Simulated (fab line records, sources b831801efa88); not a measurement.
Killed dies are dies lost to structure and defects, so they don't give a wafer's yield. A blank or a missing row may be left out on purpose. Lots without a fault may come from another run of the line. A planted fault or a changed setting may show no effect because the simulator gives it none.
fab line records | flow sky130
record lots=5 wafers=15 last_day=48
route steps=708 shown VIA3@588 METAL4@598 CAP2M@603 PAD_OPEN@708
lots that met no fault: from a run of the same line without faults
start_h: hours from the record's first day to the start of the lot's first wafer shown | wait_h: hours since the lot's step before | " the same as in the row above | L1.1+2: a row that stands for several wafers | - no value, or no start given | * or withheld: withheld | < > ~ a bound
route shown NAME@n: a module of which the file shows steps, and the number in the route of the first | usual: mean/standard deviation of fault-free wafers | same: alike in all rows | chamber/n: place in a boat | sites: the reading at each site | _std_site: their standard deviation | _edge_site: outer sites' mean less inner sites' | radius_mm: how far each site lies from the wafer's centre | mask NAME#n: copy n | behind: the tool/chamber that last shaped the wafer | hold: why the lot was held/for how many hours/how that ended | device: the transistor (n, p or np) that didn't switch | end of line: the same wafers' tests at the end of the route | a step without rows: its recipe alone | killed: dies lost to structure and defects at the first sort, not the wafer's yield | map: a wafer's dies, x killed, . not, _ none there
set.NAME: the setting as run; set.NAME@STEP: as run at that earlier step | model.NAME: the simulator's own value behind a step, which no gauge read
lots at some steps of the route; a table a step, a row a wafer
services: from which hour (start_h, from the record's first day; less than 0 if before it) a tool's chamber was out of use, for how many hours, and why
## steps
# step SKY_VIA3_ETCH_15
# recipe target=SiO2 chemistry=C4F8/O2/Ar target_depth_nm=507 stop_on=TiN mask_material=KrF-thick source_w=1500 bias_w=1200 pressure_mtorr=40 c4f8_flow_sccm=withheld O2_flow_sccm=6 Ar_flow_sccm=300 time_s=78
# step SKY_VIA3_STRIP_16
# recipe chemistry=O2/N2 power_w=1400 pressure_mtorr=1500 platen_temp_c=withheld o2_flow_sccm=3000 n2_flow_sccm=300 overash_fraction=0.5
# step SKY_VIA3_STRIP_17
# recipe chemistry=post_etch_residue_remover time_s=1200 temp_c=72.5
# step SKY_VIA3_CLEAN_18
# recipe chemistry=IPA time_s=180 temp_c=25
# step SKY_VIA3_CLEAN_19
# recipe chemistry=O3/DIW dry=n2_spin
# step SKY_VIA3_SPUTTER_20
# recipe material=TiN target_thk_nm=20 chamber_pressure_pa=5 power_w=4000 time_s=80
# step SKY_VIA3_CVD_21
# recipe material=W target_thk_nm=390 time_s=117.31 temp_c=400 pressure_torr=40
# step SKY_VIA3_CMP_24
# recipe stop_on=SiO2 t_overpolish_s=20 down_force_psi=3.5 platen_rpm=60 target_thk_nm=0 pad_velocity_m_s=0.94248
# step SKY_METAL4_SPUTTER_00
# recipe material=Ti target_thk_nm=15 power_w=3000 time_s=10 chamber_pressure_pa=0.4
# step SKY_METAL4_SPUTTER_01
# recipe material=TiN target_thk_nm=20 power_w=6500 time_s=16.7 chamber_pressure_pa=0.4
# step SKY_METAL4_SPUTTER_02
# recipe material=AlCu target_thk_nm=735 power_w=10600 time_s=39.1 chamber_pressure_pa=0.4
# usual throttle_valve_pct=30.4/0.68
# columns lot.wafer tool chamber start_h wait_h throttle_valve_pct model.AlCu_of_METAL4_SPUTTER_02.thk_nm
L319.2 pvd_sputter-01 - 965.32 0.0 31.1 736.4
L319.5 " - " " 30.5 731.3
L319.6 " - " " 29.4 742.6
L321.1 pvd_sputter-01 - 979.02 0.0 31.2 733.2
L321.2 " - " " 29.4 741.2
L321.5 " - " " 31.4 731.2
L322.3 pvd_sputter-01 - 993.09 0.0 29.0 735.7
L322.5 " - " " 31.1 318.5
L322.6 " - " " 31.0 725
L325.1 pvd_sputter-01 - 1008.65 0.0 31.2 321
L325.3 " - " " 31.1 723
L325.6 " - " " 31.2 730.4
L326.2 pvd_sputter-01 - 1011.99 0.0 29.2 746.5
L326.4 " - " " 31.0 328.5
L326.6 " - " " 31.2 738.1
# step SKY_METAL4_SPUTTER_03
# recipe material=Ti target_thk_nm=5 power_w=3000 time_s=3.3 chamber_pressure_pa=0.4
# step SKY_METAL4_SPUTTER_04
# recipe material=TiN target_thk_nm=70 power_w=6281 time_s=58.3 chamber_pressure_pa=0.4
# step SKY_CAP2M_CVD_00
# recipe material=SiO2 target_thk_nm=15.5 temp_c=400 time_s=withheld rf_w=450
# step SKY_CAP2M_SPUTTER_02
# recipe material=TiN target_thk_nm=200 temp_c=300 power_w=6500 time_s=166.7 chamber_pressure_pa=0.4
# step SKY_CAP2M_DEHYDRATE_05
# recipe temp_c=200 time_s=60
# step SKY_CAP2M_HMDS_06
# recipe prime_time_s=60 prime_temp_c=120
# step SKY_CAP2M_COAT_07
# recipe resist=NOVOLAK spin_rpm=3000 resist_thk_nm=1140
# step SKY_CAP2M_SOFTBAKE_08
# recipe temp_c=90 time_s=60 resist=NOVOLAK
# step SKY_CAP2M_EXPOSE_09
# recipe mask_id=CAP2M na=0.6 source_shape=conventional sigma_outer=0.6 polarization=unpolarized target_cd_nm=1000 dose_mj=159
# step SKY_CAP2M_PEB_10
# recipe temp_c=withheld time_s=* resist=NOVOLAK
# step SKY_CAP2M_DEVELOP_11
# recipe resist=NOVOLAK developer=TMAH develop_time_s=60 dev_temp_c=23
# step SKY_CAP2M_METAL_ETCH_13
# recipe target_depth_nm=220 stop_on=SiO2 chemistry=Cl2/BCl3 target=TiN pressure_mtorr=10 icp_w=900 bias_w=48.5 Cl2_flow_sccm=60 bcl3_flow_sccm=30 time_s=62.9
# step SKY_CAP2M_STRIP_14
# recipe chemistry=O2/N2 power_w=1400 pressure_mtorr=1500 platen_temp_c=withheld o2_flow_sccm=3000 n2_flow_sccm=300 overash_fraction=0.5
# step SKY_CAP2M_STRIP_15
# recipe chemistry=post_etch_residue_remover time_s=1200 temp_c=72.5
# step SKY_CAP2M_CLEAN_16
# recipe chemistry=IPA time_s=180 temp_c=25
# step SKY_CAP2M_CLEAN_17
# recipe chemistry=O3/DIW dry=n2_spin
# step SKY_METAL4_DEHYDRATE_05
# recipe temp_c=200 time_s=60
# step SKY_METAL4_HMDS_06
# recipe prime_time_s=60 prime_temp_c=120
# step SKY_METAL4_COAT_07
# recipe resist=BARC temp_c=withheld time_s=withheld spin_rpm=3000 resist_thk_nm=60
# step SKY_METAL4_COAT_08
# recipe resist=KrF-thick spin_rpm=3000 resist_thk_nm=1158
# step SKY_METAL4_SOFTBAKE_09
# recipe temp_c=100 time_s=90 resist=KrF-thick
# step SKY_METAL4_EXPOSE_10
# recipe mask_id=MM4 na=0.68 source_shape=annular sigma_inner=0.4 sigma_outer=0.8 target_cd_nm=300 dose_mj=28
# step SKY_METAL4_PEB_11
# recipe peb_temp_c=withheld peb_time_s=withheld resist=KrF-thick
# step SKY_METAL4_DEVELOP_12
# recipe develop_time_s=60 resist=KrF-thick dev_temp_c=21
# step SKY_METAL4_METAL_ETCH_18
# recipe target_depth_a=8450 stop_on=SiO2 over_etch_frac=0.3 time_s=183.1 chemistry=Cl2/BCl3 resist_sidewall_deg=88 pressure_mtorr=10 icp_w=900 bias_w=48.5 Cl2_flow_sccm=60 bcl3_flow_sccm=30
# usual bias_w=48.51/0.16 drypump_motor_current_A=6.2/0.49 oes_product_au=0.865/0.0065 throttle_valve_pct=22.263/0.0092
# columns lot.wafer tool chamber start_h wait_h bias_w drypump_motor_current_A oes_product_au rf_hours_counter_h throttle_valve_pct
L319.2 rie_metal-02 1 1013.34 0.0 48.43 6.6 0.863 6 22.281
L319.5 " 1 " " 48.52 6.5 0.860 - 22.270
L319.6 " 0 " " 48.63 6.6 0.869 - 22.271
L321.1 rie_metal-02 1 1025.99 0.0 48.51 6.6 0.875 6 22.265
L321.2 " 0 " " 48.52 6.6 0.875 11 22.245
L321.5 " 0 " " 48.26 6.6 0.854 - 22.259
L322.3 rie_metal-01 1 1039.30 0.1 48.90 5.0 0.865 - 22.260
L322.5 " 1 " " 48.53 5.0 0.634 - 22.269
L322.6 " 0 " " 48.41 5.7 0.865 - 22.266
L325.1 rie_metal-03 1 1054.09 0.0 48.30 5.8 0.631 12 22.256
L325.3 " 0 " " 48.47 6.3 0.860 - 22.256
L325.6 " 1 " " 48.35 5.8 0.867 - 22.276
L326.2 rie_metal-02 0 1056.04 0.0 48.49 6.6 0.868 12 22.256
L326.4 " 0 " " 48.49 6.6 0.634 - 22.260
L326.6 " 1 " " 48.92 6.5 0.865 - 22.264
# step SKY_PAD_OPEN_PROBE_99
# usual defect_limited_yield=82.3/2 killed_at_M0_to_M3=43/6.8 killed_at_M4_up=3.2/1.9 killed_at_contacts=24/5 killed_at_front_end=16/4.9 killed_at_other=0.4/0.76 killed_dies=87/10 killed_open=47/7.3 killed_short=39/6.2 sort_bin_3_pad_short=0.9/0.4 sort_bin_5_function=10.5/1.5 sort_bin_6_memory=6.4/1.2 sort_n_pass=405/10 sort_yield_pct=82.3/2
# same gross_dies=492 killed_at_back_side=0 sort_bin_4_leakage[%]=0 sort_bin_8_speed[%]=0
# columns lot.wafer tool chamber start_h wait_h defect_limited_yield[%] killed_at_M0_to_M3 killed_at_M4_up killed_at_contacts killed_at_front_end killed_at_other killed_dies killed_open killed_short sort_bin_3_pad_short[%] sort_bin_5_function[%] sort_bin_6_memory[%] sort_n_pass sort_yield_pct[%] model.etest.met4.line_ohm_um model.etest.via4_chain.rc_ohm model.etest.met4.rs_ohm_sq
L319.2 prober-02 - 1103.74 0.1 81.9 47 0 27 14 1 89 48 41 0.6 11.6 5.9 403 81.9 0.1464 0.7682 0.04272
L319.5 prober-02 - 1103.89 0.2 82.1 44 4 20 18 2 88 53 34 0.8 11.0 6.1 404 82.1 0.1457 0.7873 0.04286
L319.6 prober-02 - 1103.94 0.2 81.3 43 2 21 26 0 92 52 40 1.4 9.6 7.7 400 81.3 0.14 0.7856 0.04224
L321.1 prober-02 - 1115.60 0.1 84.6 34 2 18 22 0 76 34 42 0.8 8.7 5.9 416 84.6 0.1462 0.7777 0.04284
L321.2 prober-02 - 1115.65 0.1 80.7 45 6 29 15 0 95 55 40 0.8 10.0 8.5 397 80.7 0.1378 0.7759 0.04198
L321.5 prober-02 - 1115.80 0.2 84.6 39 2 17 18 0 76 44 32 1.2 9.3 4.9 416 84.6 0.1393 0.764 0.04251
L322.3 prober-01 - 1126.95 0.2 83.5 39 1 26 15 0 81 39 42 1.0 8.9 6.5 411 83.5 0.1394 0.7766 0.04227
L322.5 prober-01 - 1127.05 0.2 81.5 40 0 35 15 1 91 52 39 1.2 11.8 5.5 401 81.5 0.3259 0.9284 0.1001
L322.6 prober-01 - 1127.10 0.2 79.9 53 5 28 13 0 99 46 53 1.0 11.4 7.7 393 79.9 0.1352 0.7884 0.04347
L325.1 prober-02 - 1141.12 0.1 82.3 41 4 19 19 4 87 42 43 1.0 10.8 5.9 405 82.3 0.3329 0.9382 0.1001
L325.3 prober-02 - 1141.22 0.2 85.4 34 9 19 10 0 72 36 35 0.2 8.7 5.7 420 85.4 0.1454 0.8385 0.0431
L325.6 prober-02 - 1141.37 0.2 81.5 49 2 24 14 2 91 55 33 0.6 12.0 5.9 401 81.5 0.1446 0.829 0.04325
L326.2 prober-01 - 1142.25 0.1 82.1 50 1 16 20 1 88 51 37 0.6 8.9 8.3 404 82.1 0.1429 0.8253 0.04195
L326.4 prober-01 - 1142.35 0.2 82.9 47 4 19 14 0 84 46 38 0.8 10.8 5.5 408 82.9 0.3334 0.9465 0.09707
L326.6 prober-01 - 1142.45 0.2 79.5 48 3 33 17 0 101 59 42 1.0 12.4 7.1 391 79.5 0.1413 0.8305 0.04201
# killed by level:class
L319.2 VIA1:geometric_particle:open=18 VIA1:geometric_particle:short=9 CONTACT:geometric_particle:open=9 VIA2:geometric_particle:open=5 LI_CONTACT:geometric_particle:open=5 LOCAL_INTERCONNECT:geometric_particle:short=5 CONTACT:geometric_particle:short=5 FIELD_ISO:geometric_particle:short=4
L319.5 VIA1:geometric_particle:open=11 VIA2:geometric_particle:open=8 POLY_GATE:geometric_particle:open=7 LI_CONTACT:geometric_particle:open=6 FIELD_ISO:geometric_particle:short=5 VIA3:geometric_particle:open=5 METAL2:geometric_particle:short=5 CONTACT:geometric_particle:short=5
L319.6 VIA1:geometric_particle:open=13 CONTACT:geometric_particle:open=8 FIELD_ISO:geometric_particle:short=6 POLY_GATE:geometric_particle:open=6 VIA1:geometric_particle:short=5 LI_CONTACT:geometric_particle:open=4 LOCAL_INTERCONNECT:geometric_particle:short=4 CONTACT:geometric_particle:short=4
L321.1 FIELD_ISO:geometric_particle:short=7 METAL2:geometric_particle:short=6 POLY_GATE:geometric_particle:open=5 POLY_GATE:geometric_particle:short=5 LI_CONTACT:geometric_particle:open=5 VIA1:geometric_particle:short=5 VIA1:geometric_particle:open=5 VIA3:geometric_particle:open=5
L321.2 VIA1:geometric_particle:open=11 CONTACT:geometric_particle:open=10 VIA3:geometric_particle:open=8 CONTACT:geometric_particle:short=7 LI_CONTACT:geometric_particle:open=6 METAL2:geometric_particle:short=6 METAL4:geometric_particle:short=5 METAL1:geometric_particle:short=5
L321.5 VIA1:geometric_particle:open=12 FIELD_ISO:geometric_particle:open=8 VIA2:geometric_particle:open=6 METAL2:geometric_particle:short=5 CONTACT:geometric_particle:open=4 FIELD_ISO:geometric_particle:short=4 VIA3:geometric_particle:open=4 LI_CONTACT:geometric_particle:short=3
L322.3 CONTACT:geometric_particle:open=9 LI_CONTACT:geometric_particle:open=8 VIA1:geometric_particle:open=6 LOCAL_INTERCONNECT:geometric_particle:short=5 VIA1:geometric_particle:short=5 METAL1:geometric_particle:short=5 METAL2:geometric_particle:short=5 VIA3:geometric_particle:short=5
L322.5 CONTACT:geometric_particle:open=14 LI_CONTACT:geometric_particle:open=9 CONTACT:geometric_particle:short=7 VIA1:geometric_particle:open=7 VIA3:geometric_particle:open=7 METAL1:geometric_particle:short=6 VIA2:geometric_particle:open=6 VIA3:geometric_particle:short=5
L322.6 VIA1:geometric_particle:open=15 VIA1:geometric_particle:short=10 CONTACT:geometric_particle:open=8 CONTACT:geometric_particle:short=7 METAL1:geometric_particle:short=7 POLY_GATE:geometric_particle:open=5 LI_CONTACT:geometric_particle:open=5 LOCAL_INTERCONNECT:geometric_particle:short=5
L325.1 POLY_GATE:geometric_particle:short=7 VIA2:geometric_particle:open=7 CONTACT:geometric_particle:open=6 VIA3:geometric_particle:open=6 CONTACT:geometric_particle:short=5 VIA1:geometric_particle:open=5 FIELD_ISO:geometric_particle:short=4 VIA1:geometric_particle:short=4
L325.3 CONTACT:geometric_particle:open=8 METAL1:geometric_particle:short=8 METAL4:geometric_particle:short=6 VIA1:geometric_particle:open=5 METAL2:geometric_particle:short=5 FIELD_ISO:geometric_particle:open=4 LI_CONTACT:geometric_particle:open=4 VIA2:geometric_particle:open=4
L325.6 VIA1:geometric_particle:open=12 CONTACT:geometric_particle:open=8 VIA2:geometric_particle:open=8 VIA3:geometric_particle:open=8 FIELD_ISO:geometric_particle:open=6 VIA1:geometric_particle:short=6 LI_CONTACT:geometric_particle:open=5 METAL1:geometric_particle:short=5
L326.2 VIA1:geometric_particle:open=13 VIA3:geometric_particle:open=12 FIELD_ISO:geometric_particle:short=7 LI_CONTACT:geometric_particle:open=7 METAL3:geometric_particle:short=6 METAL1:geometric_particle:short=6 CONTACT:geometric_particle:open=5 VIA1:geometric_particle:short=4
L326.4 VIA1:geometric_particle:open=11 VIA3:geometric_particle:open=10 VIA2:geometric_particle:open=7 FIELD_ISO:geometric_particle:short=6 CONTACT:geometric_particle:short=6 CONTACT:geometric_particle:open=6 VIA1:geometric_particle:short=6 METAL3:geometric_particle:short=4
L326.6 CONTACT:geometric_particle:open=13 VIA1:geometric_particle:open=13 VIA3:geometric_particle:open=8 CONTACT:geometric_particle:short=7 LI_CONTACT:geometric_particle:open=6 VIA1:geometric_particle:short=6 FIELD_ISO:geometric_particle:open=5 POLY_GATE:geometric_particle:open=5
## services
# columns tool chamber start_h hours kind
rie_metal-02 1 946.32 1.4 repair
pvd_sputter-01 - 953.83 4.6 repair
pvd_sputter-01 1 993.20 - consumable_replace:kit
pvd_sputter-01 1 993.20 18.0 scheduled_down
pvd_sputter-01 1 993.20 18.0 vent_cycle
rie_metal-03 - 1023.00 19.2 repair
rie_metal-03 - 1050.76 0.2 repair
rie_metal-02 - 1053.13 0.3 repair
## key
first_sign step=SKY_METAL4_METAL_ETCH_18 reading=oes_product_au direction=down sigmas=36 usual=0.865 struck=0.633
effect none on later readings
model_effect step=SKY_METAL4_SPUTTER_02 value=AlCu_of_METAL4_SPUTTER_02.thk_nm without=731.2 struck=322.7
model_effect step=SKY_PAD_OPEN_PROBE_99 value=etest.met4.line_ohm_um without=0.1439 struck=0.3307
met_at SKY_METAL4_SPUTTER_02
struck_wafers L322.5,L325.1,L326.4
onset_between 979.02 993.09
fault kind=process_parameter_drift tool=pvd_sputter-01 chamber=- onset_h=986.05 steps=SKY_METAL4_SPUTTER_02 channel=target_thk_nm offset=-408.52 shape=step end_h=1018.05 scope=struck_wafers_only acts_in=these_recipes_only stated=735
